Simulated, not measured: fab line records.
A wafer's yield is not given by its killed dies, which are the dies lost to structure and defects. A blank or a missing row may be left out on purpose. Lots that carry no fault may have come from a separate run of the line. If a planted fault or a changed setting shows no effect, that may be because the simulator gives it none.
A lot that was struck, set against a sound lot	flow sky130	43 steps out of a route of 708
Sound: the wafers L938.2, L938.3, L938.4. Wafers struck: L954.3, L954.4, L954.5. Last of all comes the cause.
Per side, at each step with rows, come the tool, then ch with its chambers, and then its first start. Under that, the readings that differ: sound wafers	struck wafers	difference of the means	sigmas: that difference in standard deviations of wafers without a fault.
alike: same words and numbers on both sides, and readings whose means sit less than 2 such deviations apart. not compared: any withheld reading, any reading some wafer has no value for, any bound like >300 that may hide the same value, and any number with overlapping values for which the record gives no deviation.
A row with sigmas, a row that says differs or no value, or rows on one side alone: a step with any of these is where the two part. Numbers that have no deviation but don't overlap get no sigmas and don't part them. A reading missing from all wafers of one side parts the sides only when that side holds two or more wafers.

SKY_CAPM_THK_MEAS_04: measures by xrf.
  sound on film_metro-04 at day 37 06:35; struck on film_metro-04 at day 41 22:22
  alike: CAPM_TIN_THK
then, 7 steps without rows for these wafers: SKY_CAPM_DEHYDRATE_05 (time 60 s); SKY_CAPM_HMDS_06 (prime time 60 s); SKY_CAPM_COAT_07 (resist thk 1140 nm); SKY_CAPM_SOFTBAKE_08 (time 60 s); SKY_CAPM_EXPOSE_09 (exposes mask CAPM, target cd 1000 nm); SKY_CAPM_PEB_10; SKY_CAPM_DEVELOP_11 (develop time 60 s).
SKY_CAPM_OVL_MEAS_12:
  sound on overlay-02 at day 38 08:14; struck on overlay-01 at day 42 22:43
  alike: CAPM_OVL
SKY_CAPM_METAL_ETCH_13: etches TiN in Cl2/BCl3, stops on SiO2, target depth 220 nm, time 62.9 s.
  sound on rie_metal-04 ch 0,1, day 38 08:16; struck on rie_metal-04 ch 0,1, day 42 22:46
  alike: bcl3_flow_sccm, drypump_motor_current_A, mfc_cl2_sccm, oes_product_au, throttle_valve_pct
  not compared: rf_hours_counter_h
SKY_CAPM_STRIP_14: strips in O2/N2.
  sound on plasma_asher-04 ch 0,1, day 38 08:20; struck on plasma_asher-02 ch 0,1, day 42 22:51
  alike: drypump_motor_current_A, oes_product_au, strip_time_to_endpoint_s
  not compared: rf_hours_counter_h
then, 1 step without rows for these wafers: SKY_CAPM_STRIP_15 (strips in post etch residue remover, time 1200 s).
SKY_CAPM_CLEAN_16: cleans in IPA, time 180 s.
  sound on wet_bench-04 ch 0, day 38 08:47; struck on wet_bench-03 ch 3, day 42 23:16
then, 9 steps without rows for these wafers: SKY_CAPM_CLEAN_17 (cleans in O3/DIW); SKY_METAL3_DEHYDRATE_05 (time 60 s); SKY_METAL3_HMDS_06 (prime time 60 s); SKY_METAL3_COAT_07 (resist thk 60 nm); SKY_METAL3_COAT_08 (resist thk 1140 nm); SKY_METAL3_SOFTBAKE_09 (time 90 s); SKY_METAL3_EXPOSE_10 (exposes mask MM3, target cd 300 nm); SKY_METAL3_PEB_11; SKY_METAL3_DEVELOP_12 (develop time 60 s).
SKY_METAL3_CD_MEAS_13 targets a cd of 300 nm.
  sound on cd_sem-01 at day 39 09:54; struck on cd_sem-01 at day 43 22:07
  alike: cd_nm
SKY_METAL3_OVL_MEAS_14:
  sound on overlay-01 at day 39 10:00; struck on overlay-01 at day 43 22:13
  alike: METAL3_OVL
SKY_METAL3_DESCUM_15: chemistry O2, time 8 s.
  sound on rie_metal-02 ch 0,1, day 39 10:02; struck on rie_metal-01 ch 0,1, day 43 22:14
  alike: drypump_motor_current_A, oes_product_au
  not compared: rf_hours_counter_h
then, 1 step without rows for these wafers: SKY_METAL3_ETCH_16 (etches BARC in N2/H2, stops on SiO2, time 88.2 s, target depth 60 nm).
SKY_METAL3_ETCH_17: etches SiO2 in C4F8/O2/Ar, stops on TiN, time 3.9 s, target depth 15 nm.
  sound on rie_diel-04 ch 1,2,3, day 39 10:10; struck on rie_diel-02 ch 0,3, day 43 22:22
  alike: oes_product_au
  not compared: rf_hours_counter_h
SKY_METAL3_METAL_ETCH_18: etches the open film in Cl2/BCl3, stops on SiO2, target depth 845 nm, time 183.1 s.
  sound on rie_metal-03 ch 0,1, day 39 10:11; struck on rie_metal-03 ch 0,1, day 43 22:26
  alike: bcl3_flow_sccm, drypump_motor_current_A, mfc_cl2_sccm, oes_product_au, throttle_valve_pct
  not compared: rf_hours_counter_h
then, 5 steps without rows for these wafers: SKY_METAL3_STRIP_19 (strips in O2/N2); SKY_METAL3_STRIP_20 (strips in post etch residue remover, time 1200 s); SKY_METAL3_CLEAN_21 (cleans in IPA, time 180 s); SKY_METAL3_CLEAN_22 (cleans in O3/DIW); SKY_VIA3_HDPCVD_00 (deposits SiO2, target thk 1635 nm, time 272.5 s).
SKY_VIA3_THK_MEAS_01:
  sound on film_metro-01 at day 39 11:10; struck on film_metro-03 at day 43 23:25
  alike: VIA3_HDPCVD_THK
then, 1 step without rows for these wafers: SKY_VIA3_CMP_02 (polishes SiO2).
SKY_VIA3_BOW_MEAS_03:
  sound on film_metro-02 at day 39 11:35; struck on film_metro-03 at day 43 23:48
  alike: VIA3_BOW
then, 6 steps without rows for these wafers: SKY_VIA3_DEHYDRATE_04 (time 60 s); SKY_VIA3_HMDS_05 (prime time 60 s); SKY_VIA3_COAT_06 (resist thk 60 nm); SKY_VIA3_COAT_07 (resist thk 450 nm); SKY_VIA3_SOFTBAKE_08 (time 90 s); SKY_VIA3_EXPOSE_09 (exposes mask VIM3, target cd 200 nm).
-- the record jumps here: 6 days lie between the struck wafers' starts before and after (it left off in module VIA3 and takes up again in module PAD_OPEN, whose first step shown is number 708 of the route) --
SKY_PAD_OPEN_PROBE_99:
  sound on prober-02 at day 46 13:53; struck on prober-02 at day 50 05:20
reading	sound	struck	difference	sigmas
defect_limited_yield (%)	82.3 83.5 83.1	66.5 70.3 74.2	-12.6	-7
killed_at_other	0 0 0	73 69 71	+71	+99 or more
killed_dies	87 81 83	165 146 127	+62	+7
sort_bin_3_pad_short (%)	0.6 0.6 1.0	6.5 5.3 4.7	+4.8	+12
sort_bin_5_function (%)	11.0 9.1 10.6	18.1 17.9 14.8	+6.7	+5
sort_n_pass	405 411 409	327 346 365	-62	-7
sort_yield_pct (%)	82.3 83.5 83.1	66.5 70.3 74.2	-12.6	-7
model.etest.tester.sort_n_pass	405 411 409	327 346 365	-62	
model.etest.tester.sort_yield_pct (%)	82.32 83.54 83.13	66.46 70.33 74.19	-12.67	
model.etest.tester.sort_bin_5_pct (%)	10.98 9.146 10.57	18.09 17.89 14.84	+6.71	
model.etest.tester.sort_bin_3_pct (%)	0.6098 0.6098 1.016	6.504 5.285 4.675	+4.743	
  alike: killed_at_M0_to_M3, killed_at_M4_up, killed_at_contacts, killed_at_front_end, killed_open, killed_short, sort_bin_6_memory

== WHERE THEY PART ==
SKY_PAD_OPEN_PROBE_99 only, going by this record.

WHY: whatever the simulator had introduced
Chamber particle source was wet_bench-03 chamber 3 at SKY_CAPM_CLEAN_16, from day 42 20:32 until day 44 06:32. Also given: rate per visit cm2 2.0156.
